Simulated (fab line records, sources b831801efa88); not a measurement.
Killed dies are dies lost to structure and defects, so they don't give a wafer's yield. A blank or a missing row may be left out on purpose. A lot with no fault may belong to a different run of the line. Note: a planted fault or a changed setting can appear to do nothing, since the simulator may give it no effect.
Chamber matching :: flow gf180mcu :: GF_STI_ETCH_14 on rieSi-01: 4 sister chambers
The step etches Si in HBr/Cl2/O2, target depth 360 nm, time 102.9 s. 16 wafers are shown with their chamber, then 8 later ones without.

WAFERS, EACH WITH ITS CHAMBER
wafer: L286.2
chamber: 2
oesProductAu (a.u.): 0.974
biasW (W): 149.8
throttleValvePct (%): 25.680

wafer: L286.3
chamber: 0
oesProductAu (a.u.): 0.991
biasW (W): 149.6
throttleValvePct (%): 25.672

wafer: L286.5
chamber: 1
oesProductAu (a.u.): 0.995
biasW (W): 149.8
throttleValvePct (%): 25.656

wafer: L289.1
chamber: 3
oesProductAu (a.u.): 0.987
biasW (W): 150.3
throttleValvePct (%): 25.659

wafer: L289.2
chamber: 0
oesProductAu (a.u.): 0.993
biasW (W): 149.9
throttleValvePct (%): 25.663

wafer: L289.6
chamber: 2
oesProductAu (a.u.): 0.991
biasW (W): 150.3
throttleValvePct (%): 25.648

wafer: L293.3
chamber: 2
oesProductAu (a.u.): 0.980
biasW (W): 149.4
throttleValvePct (%): 25.664

wafer: L293.5
chamber: 1
oesProductAu (a.u.): 1.000
biasW (W): 150.0
throttleValvePct (%): 25.657

wafer: L293.6
chamber: 2
oesProductAu (a.u.): 0.988
biasW (W): 149.5
throttleValvePct (%): 25.664

wafer: L294.3
chamber: 3
oesProductAu (a.u.): 0.993
biasW (W): 149.0
throttleValvePct (%): 25.652

wafer: L294.4
chamber: 2
oesProductAu (a.u.): 0.990
biasW (W): 150.1
throttleValvePct (%): 25.660

wafer: L294.5
chamber: 0
oesProductAu (a.u.): 0.995
biasW (W): 150.2
throttleValvePct (%): 25.663

wafer: L299.1
chamber: 3
oesProductAu (a.u.): 0.989
biasW (W): 149.0
throttleValvePct (%): 25.666

wafer: L299.5
chamber: 2
oesProductAu (a.u.): 0.980
biasW (W): 150.0
throttleValvePct (%): 25.670

wafer: L299.6
chamber: 1
oesProductAu (a.u.): 0.991
biasW (W): 150.3
throttleValvePct (%): 25.674

wafer: L300.2
chamber: 1
oesProductAu (a.u.): 1.001
biasW (W): 149.6
throttleValvePct (%): 25.655

SIGNATURES (averages over the wafers above)
reading: oesProductAu
chamber 0: 0.99300
chamber 1: 0.99675
chamber 2: 0.98383
chamber 3: 0.98967
scatter within a chamber: 0.0052

reading: biasW
chamber 0: 149.900
chamber 1: 149.925
chamber 2: 149.850
chamber 3: 149.433
scatter within a chamber: 0.427

reading: throttleValvePct
chamber 0: 25.66600
chamber 1: 25.66050
chamber 2: 25.66433
chamber 3: 25.65900
scatter within a chamber: 0.00895
Rule: for each reading, subtract the chamber's mean from the wafer's reading, divide by that reading's scatter and square the result; add these up over the readings and take the root, which gives the wafer's distance from the chamber. If the next closest chamber is less than 2 further off than the closest, the wafer can't be placed; otherwise it belongs to the closest. The scatter is the square root of a quotient: the sum, over the shown wafers, of each reading's squared deviation from its chamber's mean, divided by wafers minus chambers.

WAFERS WITH NO CHAMBER GIVEN
wafer: L300.4
oesProductAu (a.u.): 1.002
biasW (W): 149.6
throttleValvePct (%): 25.662

wafer: L300.6
oesProductAu (a.u.): 0.998
biasW (W): 149.7
throttleValvePct (%): 25.653

wafer: L303.3
oesProductAu (a.u.): 0.971
biasW (W): 150.4
throttleValvePct (%): 25.660

wafer: L303.4
oesProductAu (a.u.): 1.009
biasW (W): 150.4
throttleValvePct (%): 25.674

wafer: L303.6
oesProductAu (a.u.): 0.984
biasW (W): 150.3
throttleValvePct (%): 25.682

wafer: L304.1
oesProductAu (a.u.): 0.993
biasW (W): 149.6
throttleValvePct (%): 25.669

wafer: L304.4
oesProductAu (a.u.): 0.985
biasW (W): 149.9
throttleValvePct (%): 25.651

wafer: L304.6
oesProductAu (a.u.): 0.977
biasW (W): 150.4
throttleValvePct (%): 25.665

CHAMBER TAKEN BY EACH
wafer: L300.4
from the rows above: can't be placed: 1 or 0 or 3
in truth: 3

wafer: L300.6
from the rows above: can't be placed: 1 or 0 or 3
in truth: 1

wafer: L303.3
from the rows above: can't be placed: 2 or 3 or 0
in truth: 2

wafer: L303.4
from the rows above: can't be placed: 1 or 0 or 3
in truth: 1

wafer: L303.6
from the rows above: can't be placed: 2 or 0 or 3 or 1
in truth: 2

wafer: L304.1
from the rows above: can't be placed: 0 or 3 or 1 or 2
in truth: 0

wafer: L304.4
from the rows above: can't be placed: 2 or 3 or 0 or 1
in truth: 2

wafer: L304.6
from the rows above: can't be placed: 2 or 0 or 3
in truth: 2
Placed correctly: 0 of 8. Unplaceable from these rows: 8, with the true chamber sitting among the candidates in 8. Placed wrongly: 0.
